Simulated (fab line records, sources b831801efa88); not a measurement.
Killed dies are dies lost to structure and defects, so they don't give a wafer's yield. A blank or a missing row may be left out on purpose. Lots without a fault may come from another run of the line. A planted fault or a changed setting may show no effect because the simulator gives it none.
Which tool did it? | flow gf180mcu | 6 lots, 18 wafers sampled, at 2 steps of a route of 602

WHAT THE GAUGES READ, wafer by wafer
GF_MVSD_TW_MEAS_11.
lot  | measured    | on            | MVSD_TW
L389 | day 4 16:26 | film_metro-02 | 1568 1575 1571
L391 | day 5 02:53 | film_metro-04 | 1588 1578 1585
L393 | day 5 15:01 | film_metro-01 | 1572 1575 1563
L401 | day 7 23:13 | film_metro-02 | 1740 1750 1731 1739 1741 1747
L404 | day 8 09:35 | film_metro-01 | 1570 1567 1568
L405 | day 8 21:07 | film_metro-04 | 1581 1576 1588

WHICH TOOL RAN EACH LOT (tool, then ch and the chambers of the sampled wafers, then the start)
lot  | GF_MVSD_IMPLANT_08
L389 | implanter-04 ch 0, day 4 16:02
L391 | implanter-02 ch 0, day 5 02:31
L393 | implanter-01 ch 0, day 5 14:38
L401 | implanter-02 ch 0, day 7 22:50
L404 | implanter-04 ch 0, day 8 09:14
L405 | implanter-01 ch 0, day 8 20:44
- GF_MVSD_IMPLANT_08

THE ANSWER, worked out from the rows above alone
Rule: what is usual is taken from the lots themselves. Put in order of their means at a reading, lots are off if they are a third of the lots or fewer, leave a main group of 4 or more, and stand apart from it by a gap of 3 or more times the standard deviation of the main group's means; of several such gaps the widest counts. A main group whose means are all the same, to the digits that the tables above print for the reading, isn't used. A lot without any number at a reading at which 4 lots or more have one is off too. The other lots that the step has rows for count as sound.
Off: L401, at GF_MVSD_TW_MEAS_11 (MVSD_TW). The main group: mean 1575, standard deviation 6.4.
A tool fits if, at a process step before that reading, it ran every lot that is off, and no sound lot after the first of them. The gauges at GF_MVSD_TW_MEAS_11 are tried like those tools. Can't be told from this: 2 tools fit, implanter-02 at GF_MVSD_IMPLANT_08, film_metro-02 at GF_MVSD_TW_MEAS_11.

WHAT THE SIMULATOR HAD PUT IN
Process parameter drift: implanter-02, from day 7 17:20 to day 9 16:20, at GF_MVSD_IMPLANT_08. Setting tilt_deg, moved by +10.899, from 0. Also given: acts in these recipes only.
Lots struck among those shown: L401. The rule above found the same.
